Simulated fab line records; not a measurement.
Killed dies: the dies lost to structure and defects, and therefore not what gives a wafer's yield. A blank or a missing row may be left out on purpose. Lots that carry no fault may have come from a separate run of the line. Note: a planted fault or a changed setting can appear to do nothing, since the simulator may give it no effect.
What tool caused it? / flow gf180mcu / 39 wafers from 13 lots sampled at 4 of the route's 602 steps

== WHAT THE GAUGES READ, wafer by wafer ==
GF_V5_THK_MEAS_25: measures by xrf.
lot=L455; measured=day 27 08:03; on=film metro-01; V5_W_THK (nm)=348 349 349
lot=L458; measured=day 28 10:10; on=film metro-03; V5_W_THK (nm)=351 351 352
lot=L459; measured=day 28 18:56; on=film metro-01; V5_W_THK (nm)=346 345 346
lot=L460; measured=day 28 21:39; on=film metro-03; V5_W_THK (nm)=348 353 345
lot=L462; measured=day 29 09:40; on=film metro-01; V5_W_THK (nm)=351 352 345
lot=L463; measured=day 29 18:04; on=film metro-03; V5_W_THK (nm)=351 352 348
lot=L464; measured=day 29 23:42; on=film metro-01; V5_W_THK (nm)=346 349 353
lot=L466; measured=day 30 17:50; on=film metro-02; V5_W_THK (nm)=353 361 355
lot=L467; measured=day 30 23:22; on=film metro-01; V5_W_THK (nm)=350 355 355
lot=L468; measured=day 31 03:34; on=film metro-03; V5_W_THK (nm)=359 359 359
lot=L469; measured=day 31 12:43; on=film metro-03; V5_W_THK (nm)=355 357 355
lot=L470; measured=day 31 14:10; on=film metro-01; V5_W_THK (nm)=350 350 349
lot=L471; measured=day 32 00:58; on=film metro-02; V5_W_THK (nm)=360 359 359

== EACH LOT AND THE TOOL THAT RAN IT (in order: tool; ch and the chambers of the sampled wafers; start) ==
lot=L455; GF_V4_CLEAN_20=wet bench-03 ch 2, day 24 11:20; GF_MIM_STRIP_20=plasma asher-01 ch 0,1, day 25 10:48; GF_V5_SPUTTER_22=pvd sputter-04, day 27 07:46
lot=L458; GF_V4_CLEAN_20=wet bench-02 ch 1, day 25 16:50; GF_MIM_STRIP_20=plasma asher-03 ch 0,1, day 26 14:42; GF_V5_SPUTTER_22=pvd sputter-04, day 28 09:53
lot=L459; GF_V4_CLEAN_20=wet bench-01 ch 3, day 26 02:59; GF_MIM_STRIP_20=plasma asher-01 ch 0,1, day 27 00:27; GF_V5_SPUTTER_22=pvd sputter-01, day 28 18:40
lot=L460; GF_V4_CLEAN_20=wet bench-03 ch 0, day 26 06:28; GF_MIM_STRIP_20=plasma asher-03 ch 0,1, day 27 04:02; GF_V5_SPUTTER_22=pvd sputter-04, day 28 21:23
lot=L462; GF_V4_CLEAN_20=wet bench-03 ch 3, day 26 17:31; GF_MIM_STRIP_20=plasma asher-03 ch 0,1, day 27 15:20; GF_V5_SPUTTER_22=pvd sputter-04, day 29 09:23
lot=L463; GF_V4_CLEAN_20=wet bench-01 ch 2, day 27 02:05; GF_MIM_STRIP_20=plasma asher-04 ch 0,1, day 27 23:42; GF_V5_SPUTTER_22=pvd sputter-01, day 29 17:46
lot=L464; GF_V4_CLEAN_20=wet bench-01 ch 3, day 27 09:22; GF_MIM_STRIP_20=plasma asher-04 ch 0,1, day 28 06:33; GF_V5_SPUTTER_22=pvd sputter-04, day 29 23:26
lot=L466; GF_V4_CLEAN_20=wet bench-01 ch 0, day 28 05:10; GF_MIM_STRIP_20=plasma asher-04 ch 0,1, day 29 01:26; GF_V5_SPUTTER_22=pvd sputter-03, day 30 17:32
lot=L467; GF_V4_CLEAN_20=wet bench-03 ch 0, day 28 10:59; GF_MIM_STRIP_20=plasma asher-04 ch 0,1, day 29 07:31; GF_V5_SPUTTER_22=pvd sputter-03, day 30 23:04
lot=L468; GF_V4_CLEAN_20=wet bench-01 ch 3, day 28 14:56; GF_MIM_STRIP_20=plasma asher-04 ch 0,1, day 29 11:41; GF_V5_SPUTTER_22=pvd sputter-01, day 31 03:16
lot=L469; GF_V4_CLEAN_20=wet bench-02 ch 0, day 29 01:34; GF_MIM_STRIP_20=plasma asher-04 ch 0,1, day 29 21:49; GF_V5_SPUTTER_22=pvd sputter-04, day 31 12:25
lot=L470; GF_V4_CLEAN_20=wet bench-01 ch 2, day 29 04:35; GF_MIM_STRIP_20=plasma asher-04 ch 0,1, day 30 00:20; GF_V5_SPUTTER_22=pvd sputter-04, day 31 13:53
lot=L471; GF_V4_CLEAN_20=wet bench-01 ch 0, day 29 15:47; GF_MIM_STRIP_20=plasma asher-03 ch 0,1, day 30 11:03; GF_V5_SPUTTER_22=pvd sputter-03, day 32 00:42
- GF_V4_CLEAN_20: cleans in DIW.
- GF_MIM_STRIP_20: strips in O2/N2.
- GF_V5_SPUTTER_22: material TiN, target thk 10 nm, time 40 s.

== WHAT THE TOOLS THEMSELVES READ (means of the sampled wafers that have a number; where no wafer has one, the mark that the record gives instead) ==
GF_MIM_STRIP_20.
lot=L455; tool=plasma asher-01; drypump motor current A (A)=5.6; heater power w (W)=354; oes product au (a.u.)=0.689; platen temp c (C)=249.87; strip time to endpoint s (s)=11.21
lot=L458; tool=plasma asher-03; drypump motor current A (A)=5.6; heater power w (W)=313; oes product au (a.u.)=0.690; platen temp c (C)=249.92; strip time to endpoint s (s)=11.27
lot=L459; tool=plasma asher-01; drypump motor current A (A)=5.6; heater power w (W)=362; oes product au (a.u.)=0.690; platen temp c (C)=250.08; strip time to endpoint s (s)=11.26
lot=L460; tool=plasma asher-03; drypump motor current A (A)=5.5; heater power w (W)=307; oes product au (a.u.)=0.693; platen temp c (C)=249.86; strip time to endpoint s (s)=11.18
lot=L462; tool=plasma asher-03; drypump motor current A (A)=5.6; heater power w (W)=310; oes product au (a.u.)=0.693; platen temp c (C)=250.04; strip time to endpoint s (s)=11.20
lot=L463; tool=plasma asher-04; drypump motor current A (A)=4.9; heater power w (W)=344; oes product au (a.u.)=0.692; platen temp c (C)=250.04; strip time to endpoint s (s)=11.24
lot=L464; tool=plasma asher-04; drypump motor current A (A)=4.9; heater power w (W)=351; oes product au (a.u.)=0.687; platen temp c (C)=249.83; strip time to endpoint s (s)=11.21
lot=L466; tool=plasma asher-04; drypump motor current A (A)=5.3; heater power w (W)=385; oes product au (a.u.)=0.694; platen temp c (C)=250.21; strip time to endpoint s (s)=11.19
lot=L467; tool=plasma asher-04; drypump motor current A (A)=4.9; heater power w (W)=350; oes product au (a.u.)=0.690; platen temp c (C)=250.11; strip time to endpoint s (s)=11.16
lot=L468; tool=plasma asher-04; drypump motor current A (A)=5.3; heater power w (W)=384; oes product au (a.u.)=0.693; platen temp c (C)=250.23; strip time to endpoint s (s)=11.25
lot=L469; tool=plasma asher-04; drypump motor current A (A)=5.0; heater power w (W)=344; oes product au (a.u.)=0.694; platen temp c (C)=250.19; strip time to endpoint s (s)=11.22
lot=L470; tool=plasma asher-04; drypump motor current A (A)=5.0; heater power w (W)=352; oes product au (a.u.)=0.691; platen temp c (C)=250.05; strip time to endpoint s (s)=11.20
lot=L471; tool=plasma asher-03; drypump motor current A (A)=5.5; heater power w (W)=311; oes product au (a.u.)=0.696; platen temp c (C)=249.89; strip time to endpoint s (s)=11.21

GF_V5_SPUTTER_22.
lot=L455; tool=pvd sputter-04; throttle valve pct (%)=30.0
lot=L458; tool=pvd sputter-04; throttle valve pct (%)=29.7
lot=L459; tool=pvd sputter-01; throttle valve pct (%)=29.8
lot=L460; tool=pvd sputter-04; throttle valve pct (%)=31.0
lot=L462; tool=pvd sputter-04; throttle valve pct (%)=29.9
lot=L463; tool=pvd sputter-01; throttle valve pct (%)=30.1
lot=L464; tool=pvd sputter-04; throttle valve pct (%)=31.2
lot=L466; tool=pvd sputter-03; throttle valve pct (%)=30.4
lot=L467; tool=pvd sputter-03; throttle valve pct (%)=30.4
lot=L468; tool=pvd sputter-01; throttle valve pct (%)=30.2
lot=L469; tool=pvd sputter-04; throttle valve pct (%)=30.0
lot=L470; tool=pvd sputter-04; throttle valve pct (%)=30.8
lot=L471; tool=pvd sputter-03; throttle valve pct (%)=30.7

== THE ANSWER, worked out from the rows above alone ==
Rule: the usual values come from the lots themselves. The widest of any qualifying gaps counts: lots, ordered by their means at a reading, are off when they make up no more than a third of the lots, leave a main group of 4 or more, and stand apart from it by 3 or more times the standard deviation of that group's means. If all means in a main group match to the digits the tables above print for the reading, that group is not used. Also off: a lot with no number at a reading for which 4 or more lots have one. Where the step has rows for the other lots, those lots are counted as sound. After the gauges, taken in route order, come the tools' own readings; for these a lot's mean is taken, as printed above. At the first step where some lot is off, the reading lying furthest off is the one used; lots without a number count as furthest.
No lot is off at any reading shown: from this, nothing can be told.

== WHAT HAD BEEN PUT IN BY THE SIMULATOR ==
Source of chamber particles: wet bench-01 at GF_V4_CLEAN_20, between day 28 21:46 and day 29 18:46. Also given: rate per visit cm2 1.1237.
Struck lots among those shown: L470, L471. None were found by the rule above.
